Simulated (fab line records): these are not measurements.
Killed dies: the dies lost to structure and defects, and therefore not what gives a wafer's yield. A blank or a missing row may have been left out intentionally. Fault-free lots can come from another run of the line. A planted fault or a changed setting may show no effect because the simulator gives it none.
Matching of chambers | flow sky130 | cmp-02 running SKY_LI_CONTACT_CMP_24: 4 sister chambers
The step polishes, stops on PSG, t overpolish 20 s, target thk 0 nm. 4 wafers are shown with their chamber, then 8 later ones without.

== EACH WAFER AND ITS CHAMBER ==
wafer  | chamber | motor-current-A (A)
L149.6 | 3       | 11.5
L152.3 | 2       | 9.7
L152.5 | 1       | 10.4
L158.1 | 0       | 10.1

== WAFERS WITHOUT THEIR CHAMBER ==
wafer  | motor-current-A (A)
L158.4 | 9.7
L158.5 | 10.5
L164.4 | 10.2
L164.5 | 9.6
L164.6 | 10.2
L165.2 | 9.5
L165.3 | 10.2
L165.6 | 9.7

== CHAMBER TAKEN BY EACH ==
wafer  | from the rows above     | in truth
L158.4 | 2                       | 2
L158.5 | 1                       | 1
L164.4 | can't be placed: 0 or 1 | 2
L164.5 | 2                       | 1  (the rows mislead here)
L164.6 | can't be placed: 0 or 1 | 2
L165.2 | 2                       | 2
L165.3 | can't be placed: 0 or 1 | 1
L165.6 | 2                       | 2
Placed correctly: 4 of 8. Cannot be placed on the basis of these rows: 3; the candidates contain the true chamber in 1. Number placed wrongly: 1.
How it was worked out, from the rows above alone: a wafer's distance from a chamber is the root of the sum, over the readings, of the square of ((its reading less the chamber's mean) divided by the reading's scatter). The wafer belongs to the nearest chamber; if the next one is less than 2 further off, it can't be placed. For every chamber, the mean is computed from those of its wafers that are shown. The scatter: root of mean squared gap, hidden wafer to nearest shown wafer, with one shown wafer a chamber.
